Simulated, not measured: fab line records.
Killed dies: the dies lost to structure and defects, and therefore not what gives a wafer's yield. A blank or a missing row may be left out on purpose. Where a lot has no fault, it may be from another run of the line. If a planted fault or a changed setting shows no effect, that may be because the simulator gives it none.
The tool behind it: which one? :: flow sky130 :: Sampling: 11 lots, 33 wafers, 4 of 708 route steps

## WHAT THE GAUGES READ, wafer by wafer
SKY_METAL2_OVL_MEAS_16. Usual: METAL2_OVL gives -3 nm (standard deviation 5).
lot: L693
measured: day 35 11:13
on: overlay-01
METAL2_OVL (nm): 4 0 -7
flag: 

lot: L694
measured: day 35 14:24
on: overlay-02
METAL2_OVL (nm): -16 -6 -7
flag: 

lot: L696
measured: day 36 15:35
on: overlay-01
METAL2_OVL (nm): -4 -1 1
flag: 

lot: L697
measured: day 36 17:02
on: overlay-01
METAL2_OVL (nm): 4 -3 1
flag: 

lot: L699
measured: day 37 10:20
on: overlay-02
METAL2_OVL (nm): 4 0 8
flag: 

lot: L700
measured: day 37 13:20
on: overlay-01
METAL2_OVL (nm): -7 -6 -6
flag: 

lot: L701
measured: day 37 22:38
on: overlay-02
METAL2_OVL (nm): 4 0 -1
flag: 

lot: L702
measured: day 38 11:21
on: overlay-01
METAL2_OVL (nm): 1 2 2
flag: 

lot: L703
measured: day 39 01:14
on: overlay-01
METAL2_OVL (nm): -1 4 2
flag: 

lot: L707
measured: day 39 23:55
on: overlay-02
METAL2_OVL (nm): 1 -6 3
flag: 

lot: L715
measured: day 42 05:25
on: overlay-02
METAL2_OVL (nm): -1 8 -3
flag: 

SKY_VIA2_CD_MEAS_12: the cd target is 200 nm. Usual: cd nm at 200.3 nm, with a standard deviation of 1.5.
lot: L693
measured: day 36 14:41
on: cd sem-01
cd nm (nm): 201.1 200.6 200.1
flag: 

lot: L694
measured: day 36 18:22
on: cd sem-02
cd nm (nm): 201.3 203.9 202.2
flag: 

lot: L696
measured: day 37 18:59
on: cd sem-01
cd nm (nm): 200.9 200.9 200.4
flag: 

lot: L697
measured: day 37 20:54
on: cd sem-01
cd nm (nm): 200.7 200.4 200.6
flag: 

lot: L699
measured: day 38 13:46
on: cd sem-01
cd nm (nm): 202.3 201.6 200.7
flag: 

lot: L700
measured: day 38 17:31
on: cd sem-01
cd nm (nm): 198.1 200.8 198.7
flag: 

lot: L701
measured: day 39 01:37
on: cd sem-01
cd nm (nm): 201.1 200.0 200.5
flag: 

lot: L702
measured: day 39 13:46
on: cd sem-02
cd nm (nm): 197.9 201.4 198.8
flag: 

lot: L703
measured: day 40 03:18
on: cd sem-01
cd nm (nm): 200.6 201.6 201.1
flag: 

lot: L707
measured: day 41 03:34
on: cd sem-02
cd nm (nm): 195.9 180.5 167.9
flag: OFF

lot: L715
measured: day 43 05:34
on: cd sem-02
cd nm (nm): 201.4 201.2 199.5
flag: 

## EACH LOT AND THE TOOL THAT RAN IT (in order: tool; ch and the chambers of the sampled wafers; start)
lot: L693
SKY_METAL2_METAL_ETCH_19: rie metal-03 ch 0,1, day 35 11:20
SKY_VIA2_EXPOSE_09: krf scanner-02 ch 0, day 36 01:50

lot: L694
SKY_METAL2_METAL_ETCH_19: rie metal-03 ch 0,1, day 35 14:32
SKY_VIA2_EXPOSE_09: krf scanner-01 ch 0, day 36 05:41

lot: L696
SKY_METAL2_METAL_ETCH_19: rie metal-01 ch 0,1, day 36 15:43
SKY_VIA2_EXPOSE_09: krf scanner-02 ch 0, day 37 05:56

lot: L697
SKY_METAL2_METAL_ETCH_19: rie metal-02 ch 0, day 36 17:17
SKY_VIA2_EXPOSE_09: krf scanner-01 ch 0, day 37 08:16

lot: L699
SKY_METAL2_METAL_ETCH_19: rie metal-02 ch 0,1, day 37 10:28
SKY_VIA2_EXPOSE_09: krf scanner-01 ch 0, day 38 00:29

lot: L700
SKY_METAL2_METAL_ETCH_19: rie metal-01 ch 0,1, day 37 13:28
SKY_VIA2_EXPOSE_09: krf scanner-01 ch 0, day 38 04:02

lot: L701
SKY_METAL2_METAL_ETCH_19: rie metal-01 ch 0,1, day 37 22:46
SKY_VIA2_EXPOSE_09: krf scanner-01 ch 0, day 38 13:23

lot: L702
SKY_METAL2_METAL_ETCH_19: rie metal-01 ch 0,1, day 38 11:29
SKY_VIA2_EXPOSE_09: krf scanner-01 ch 0, day 39 01:38

lot: L703
SKY_METAL2_METAL_ETCH_19: rie metal-03 ch 0,1, day 39 01:23
SKY_VIA2_EXPOSE_09: krf scanner-02 ch 0, day 39 15:29

lot: L707
SKY_METAL2_METAL_ETCH_19: rie metal-03 ch 0,1, day 40 00:02
SKY_VIA2_EXPOSE_09: krf scanner-01 ch 0, day 40 15:29

lot: L715
SKY_METAL2_METAL_ETCH_19: rie metal-01 ch 1, day 42 05:32
SKY_VIA2_EXPOSE_09: krf scanner-02 ch 0, day 42 17:46
- SKY_METAL2_METAL_ETCH_19: etches the open film in Cl2/BCl3, stops on SiO2, target depth 360 nm, time 78 s.
- SKY_VIA2_EXPOSE_09: exposes mask VIM2, target cd 200 nm.

## AS READ BY THE TOOLS THEMSELVES (means over the sampled wafers that have a number; for cases with no such wafer, the mark the record gives instead)
SKY_METAL2_METAL_ETCH_19. Usual: drypump motor current A 5.58 A, standard deviation 0.16; oes product au 0.855 a.u., standard deviation 0.0061; throttle valve pct 22.263 %, standard deviation 0.0085.
lot: L693
tool: rie metal-03
drypump motor current A (A): 5.62
oes product au (a.u.): 0.850
throttle valve pct (%): 22.268
flag: 

lot: L694
tool: rie metal-03
drypump motor current A (A): 5.61
oes product au (a.u.): 0.848
throttle valve pct (%): 22.265
flag: 

lot: L696
tool: rie metal-01
drypump motor current A (A): 5.65
oes product au (a.u.): 0.860
throttle valve pct (%): 22.262
flag: 

lot: L697
tool: rie metal-02
drypump motor current A (A): 5.29
oes product au (a.u.): 0.861
throttle valve pct (%): 22.258
flag: 

lot: L699
tool: rie metal-02
drypump motor current A (A): 5.63
oes product au (a.u.): 0.854
throttle valve pct (%): 22.261
flag: 

lot: L700
tool: rie metal-01
drypump motor current A (A): 5.66
oes product au (a.u.): 0.849
throttle valve pct (%): 22.266
flag: 

lot: L701
tool: rie metal-01
drypump motor current A (A): 5.66
oes product au (a.u.): 0.850
throttle valve pct (%): 22.265
flag: 

lot: L702
tool: rie metal-01
drypump motor current A (A): 5.65
oes product au (a.u.): 0.853
throttle valve pct (%): 22.260
flag: 

lot: L703
tool: rie metal-03
drypump motor current A (A): 5.62
oes product au (a.u.): 0.857
throttle valve pct (%): 22.261
flag: 

lot: L707
tool: rie metal-03
drypump motor current A (A): 5.61
oes product au (a.u.): 0.851
throttle valve pct (%): 22.276
flag: 

lot: L715
tool: rie metal-01
drypump motor current A (A): 5.66
oes product au (a.u.): 0.851
throttle valve pct (%): 22.266
flag: 

SKY_VIA2_EXPOSE_09. Usual: exposure dose mJ cm2 at 38.00, with a standard deviation of 0.041.
lot: L693
tool: krf scanner-02
exposure dose mJ cm2: 38.01
flag: 

lot: L694
tool: krf scanner-01
exposure dose mJ cm2: 37.98
flag: 

lot: L696
tool: krf scanner-02
exposure dose mJ cm2: 38.04
flag: 

lot: L697
tool: krf scanner-01
exposure dose mJ cm2: 38.02
flag: 

lot: L699
tool: krf scanner-01
exposure dose mJ cm2: 37.98
flag: 

lot: L700
tool: krf scanner-01
exposure dose mJ cm2: 38.00
flag: 

lot: L701
tool: krf scanner-01
exposure dose mJ cm2: 38.06
flag: 

lot: L702
tool: krf scanner-01
exposure dose mJ cm2: 37.99
flag: 

lot: L703
tool: krf scanner-02
exposure dose mJ cm2: 38.03
flag: 

lot: L707
tool: krf scanner-01
exposure dose mJ cm2: 38.76
flag: OFF

lot: L715
tool: krf scanner-02
exposure dose mJ cm2: 37.99
flag: 

## THE ANSWER, worked out from the rows above alone
Rule: take the mean of a lot's wafers that have a number; if it is more than 3 standard deviations from the usual mean, the lot is off. Also off: a lot with no number at a reading for which 4 or more lots have one. Any other lot the step has rows for is counted as sound. Order of review: gauges by route order, followed by the tools' own readings, for which a lot's mean as printed above is used. The first step at which some lot is off is used, and at that step the reading that is off furthest; a lot without a number counts as furthest.
Off at SKY_VIA2_CD_MEAS_12 (cd nm): L707.
If a tool, at a process step before that reading, ran all the lots that are off and no sound lot after the first of them, it fits. Not tried: the gauges at SKY_VIA2_CD_MEAS_12; whatever is off there is also off at SKY_VIA2_EXPOSE_09, on other tools, and gauge error can't account for it. Can't be told from this: 2 tools fit, rie metal-03 at SKY_METAL2_METAL_ETCH_19, krf scanner-01 at SKY_VIA2_EXPOSE_09.

## WHAT THE SIMULATOR PUT IN
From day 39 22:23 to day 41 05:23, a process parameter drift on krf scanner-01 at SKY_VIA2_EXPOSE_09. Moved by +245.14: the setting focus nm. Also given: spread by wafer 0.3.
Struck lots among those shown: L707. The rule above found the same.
